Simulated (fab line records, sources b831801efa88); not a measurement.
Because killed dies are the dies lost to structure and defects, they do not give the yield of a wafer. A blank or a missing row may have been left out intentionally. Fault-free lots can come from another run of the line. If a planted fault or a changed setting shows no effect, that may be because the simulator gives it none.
Matching of chambers ; flow sfqLine ; SFQ_TRILAYER_I5_BARC_OPEN_VIA_ETCH_200 on rieDiel-03: 4 sister chambers
The step etches BARC in O2, target depth 125 nm, time 41.7 s. 4 wafers are shown with their chamber, then 8 later ones without.

## WAFERS, EACH WITH ITS CHAMBER
wafer;chamber;drypumpMotorCurrentA (A)
L402.6;3;6.3
L408.2;1;6.2
L408.6;2;6.4
L409.1;0;5.8

## WAFERS WITH NO CHAMBER GIVEN
wafer;drypumpMotorCurrentA (A)
L409.2;6.2
L409.6;6.3
L414.2;6.2
L414.4;6.2
L414.6;6.4
L415.1;6.2
L415.5;6.3
L415.6;5.7

## THE CHAMBER EACH PASSED THROUGH
wafer;from the rows above;in truth
L409.2;1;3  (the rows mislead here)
L409.6;3;3
L414.2;1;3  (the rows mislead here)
L414.4;1;1
L414.6;2;2
L415.1;1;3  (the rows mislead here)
L415.5;3;3
L415.6;0;0
Correct placement for 5 of the 8. From these rows, 0 cannot be placed. Wrongly placed: 3.
How it was worked out, from the rows above alone: a wafer's distance from a chamber is the root of the sum, over the readings, of the square of ((its reading less the chamber's mean) divided by the reading's scatter). The wafer belongs to the nearest chamber; if the next one is less than 2 further off, it can't be placed. A chamber's mean is the mean of its shown wafers. The scatter: with one shown wafer a chamber, the root of the mean of the squares of how far each hidden wafer lies from its nearest shown one.
